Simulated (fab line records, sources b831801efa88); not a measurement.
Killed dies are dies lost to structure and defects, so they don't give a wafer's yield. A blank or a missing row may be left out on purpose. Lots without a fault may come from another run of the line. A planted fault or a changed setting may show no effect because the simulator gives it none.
Chamber matching | flow gf180mcu | GF_STI_ETCH_14 on rie_si-02: 4 sister chambers
The step etches Si in HBr/Cl2/O2, target depth 360 nm, time 102.9 s. 18 wafers are shown with their chamber, then 9 later ones without.

WAFERS WITH THEIR CHAMBER
wafer  | chamber | drypump_motor_current_A (A) | oes_product_au (a.u.) | throttle_valve_pct (%)
L779.2 | 2       | 5.3                         | 1.001                 | 25.641
L779.3 | 3       | 5.0                         | 1.014                 | 25.635
L779.4 | 1       | 5.5                         | 1.019                 | 25.632
L781.1 | 1       | 5.5                         | 1.007                 | 25.652
L781.5 | 1       | 5.5                         | 1.018                 | 25.638
L781.6 | 2       | 5.3                         | 1.004                 | 25.653
L783.2 | 3       | 5.0                         | 1.020                 | 25.657
L783.3 | 2       | 5.3                         | 0.981                 | 25.666
L783.4 | 0       | 6.1                         | 0.994                 | 25.663
L787.1 | 2       | 5.3                         | 0.994                 | 25.652
L787.3 | 0       | 6.1                         | 1.006                 | 25.651
L787.6 | 0       | 6.1                         | 0.999                 | 25.650
L789.2 | 0       | 6.1                         | 0.989                 | 25.669
L789.3 | 2       | 5.3                         | 0.992                 | 25.637
L789.5 | 3       | 5.1                         | 1.000                 | 25.640
L793.1 | 1       | 5.5                         | 1.014                 | 25.672
L793.2 | 3       | 5.0                         | 1.014                 | 25.657
L793.5 | 1       | 5.5                         | 1.005                 | 25.653

SIGNATURES (means of the wafers above)
reading                 | chamber 0 | chamber 1 | chamber 2 | chamber 3 | scatter within a chamber
drypump_motor_current_A | 6.100     | 5.500     | 5.300     | 5.025     | 0.0231
oes_product_au          | 0.99700   | 1.01260   | 0.99440   | 1.01200   | 0.00782
throttle_valve_pct      | 25.65825  | 25.64940  | 25.64980  | 25.64725  | 0.0123
Rule: a wafer's distance from a chamber is the root of the sum, over the readings, of the square of ((its reading less the chamber's mean) divided by the reading's scatter). The wafer belongs to the nearest chamber; if the next one is less than 2 further off, it can't be placed. The scatter: the root of (the sum of the squares of (reading less its chamber's mean) over the shown wafers, divided by (wafers less chambers)).

WAFERS WITHOUT THEIR CHAMBER
wafer  | drypump_motor_current_A (A) | oes_product_au (a.u.) | throttle_valve_pct (%)
L795.1 | 5.0                         | 1.020                 | 25.659
L795.2 | 5.5                         | 1.014                 | 25.648
L795.3 | 5.3                         | 0.992                 | 25.646
L796.1 | 5.4                         | 0.995                 | 25.649
L796.3 | 5.6                         | 1.002                 | 25.660
L796.4 | 5.3                         | 0.992                 | 25.663
L798.2 | 5.0                         | 1.022                 | 25.629
L798.5 | 5.5                         | 1.011                 | 25.661
L798.6 | 5.0                         | 1.016                 | 25.661

WHICH CHAMBER EACH WENT THROUGH
wafer  | from the rows above     | in truth
L795.1 | 3                       | 3
L795.2 | 1                       | 1
L795.3 | 2                       | 2
L796.1 | can't be placed: 2 or 1 | 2
L796.3 | 1                       | 1
L796.4 | 2                       | 2
L798.2 | 3                       | 3
L798.5 | 1                       | 1
L798.6 | 3                       | 3
Placed correctly: 8 of 9. Can't be placed from these rows: 1 (the true chamber is among the candidates in 1). Placed wrongly: 0.
